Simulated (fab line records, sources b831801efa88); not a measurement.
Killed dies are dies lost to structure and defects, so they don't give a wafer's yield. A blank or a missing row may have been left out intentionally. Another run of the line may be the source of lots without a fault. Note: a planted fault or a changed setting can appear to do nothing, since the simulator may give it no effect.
Struck lot and sound lot, side by side | flow sky130 | 15 steps out of a route of 708
Sound: the wafers L783.2, L783.3, L783.5. The struck wafers were L791.1, L791.3, L791.4. The cause comes at the end.
Per side, at each step with rows, come the tool, then ch with its chambers, and then its first start. Under that, the readings that differ: sound wafers | struck wafers | difference of the means | sigmas: that difference in standard deviations of wafers without a fault.
alike: readings whose means differ by less than 2 such deviations, and words and numbers that are the same on both sides. not compared: withheld readings, readings that some wafer has no value for, bounds like >300 that may hide the same value, and numbers for which the record gives no deviation and whose values overlap.
The two part at a step that has a row with sigmas, a row that says differs or no value, or rows on one side only. Numbers that don't overlap but have no deviation are shown without sigmas and don't part them. A reading that every wafer of one side lacks parts them only if that side has two wafers or more.

first, 5 steps without rows for these wafers: SKY_SONOS_TUNNEL_COAT_02 (resist thk 1140 nm); SKY_SONOS_TUNNEL_SOFTBAKE_03 (time 60 s); SKY_SONOS_TUNNEL_EXPOSE_04 (exposes mask TUNM, target cd 410 nm); SKY_SONOS_TUNNEL_PEB_05; SKY_SONOS_TUNNEL_DEVELOP_06 (develop time 60 s).
SKY_SONOS_TUNNEL_CD_MEAS_07: the cd target is 410 nm.
  sound on cd_sem-01, day 14 02:55; struck on cd_sem-01, day 16 21:44
  reading    | sound             | struck            | difference | sigmas
  cd_nm (nm) | 413.2 414.9 413.6 | 408.2 408.4 408.8 | -5.4       | -2
SKY_SONOS_TUNNEL_OVL_MEAS_08:
  sound on overlay-01, day 14 03:01; struck on overlay-02, day 16 21:52
  alike: SONOS_TUNNEL_OVL
then, 3 steps without rows for these wafers: SKY_SONOS_TUNNEL_IMPLANT_09; SKY_SONOS_TUNNEL_WET_ETCH_10 (etches SiO2 in dHF, target depth 14 nm, time 280 s); SKY_SONOS_TUNNEL_STRIP_11 (strips in SPM, time 600 s).
SKY_SONOS_TUNNEL_TW_MEAS_12:
  sound on film_metro-01, day 14 03:28; struck on film_metro-03, day 16 22:19
  alike: SONOS_TUNNEL_TW
then, 1 step without rows for these wafers: SKY_SONOS_TUNNEL_CLEAN_13 (cleans in dHF, time 20 s).
SKY_SONOS_ONO_OXIDATION_00: stabilise 600 s, purge 300 s, target thk 2.6 nm.
  sound on furnace-02 ch 0, day 14 04:16; struck on furnace-02 ch 0, day 17 00:16
  reading                                          | sound             | struck            | difference | sigmas
  ox_time_s (s)                                    | 1249 1249 1249    | 999.2 999.2 999.2 | -249.8     |
  model.SiO2_of_SONOS_ONO_OXIDATION_00.thk_nm (nm) | 2.571 2.585 2.639 | 2.138 2.126 2.17  | -0.454     |
  alike: zone_power_centre_pct, zone_power_upper_pct
SKY_SONOS_ONO_THK_MEAS_01:
  sound on film_metro-02, day 14 05:37; struck on film_metro-04, day 17 01:50
  reading                      | sound          | struck         | difference | sigmas
  SONOS_ONO_OXIDATION_THK (nm) | 2.59 2.62 2.62 | 2.07 2.09 2.18 | -0.50      | -9
  not compared: hold
-- a jump in the record: the struck wafers' starts before and after are 33 days apart (it breaks off in module SONOS_ONO and resumes in module PAD_OPEN, where the first step shown is number 708 of the route) --
SKY_PAD_OPEN_PROBE_99:
  sound on prober-02, day 48 03:07; struck on prober-02, day 49 17:27
  reading                               | sound                   | struck                  | difference | sigmas
  model.etest.cap_ono.gate_log10_a_cm2  | -7.983 -7.912 -7.921    | -7.633 -7.351 -7.503    | +0.443     |
  model.etest.cap_ono.tox_acc_nm (nm)   | 12.87 12.88 12.94       | 12.58 12.42 12.54       | -0.38      |
  model.etest.sonos_erased.vt_v (V)     | -2.27 -2.271 -2.197     | -2.473 -2.473 -2.463    | -0.224     |
  model.etest.sonos_baked.vt_less_v (V) | -0.4997 -0.5242 -0.4758 | -0.5785 -0.6548 -0.5863 | -0.1066    |
  alike: killed_at_M0_to_M3, killed_at_M4_up, killed_at_contacts, killed_at_front_end, killed_at_other, killed_dies, killed_on_rim, killed_open, killed_short
  not compared: model.etest.sonos_erased.drive_ua_um

== WHERE THEY PART ==
Last at SKY_SONOS_ONO_THK_MEAS_01 as far as this record goes, first at SKY_SONOS_TUNNEL_CD_MEAS_07. Later steps at which nothing parts them and some readings are alike: SKY_PAD_OPEN_PROBE_99.

WHY: whatever the simulator had introduced
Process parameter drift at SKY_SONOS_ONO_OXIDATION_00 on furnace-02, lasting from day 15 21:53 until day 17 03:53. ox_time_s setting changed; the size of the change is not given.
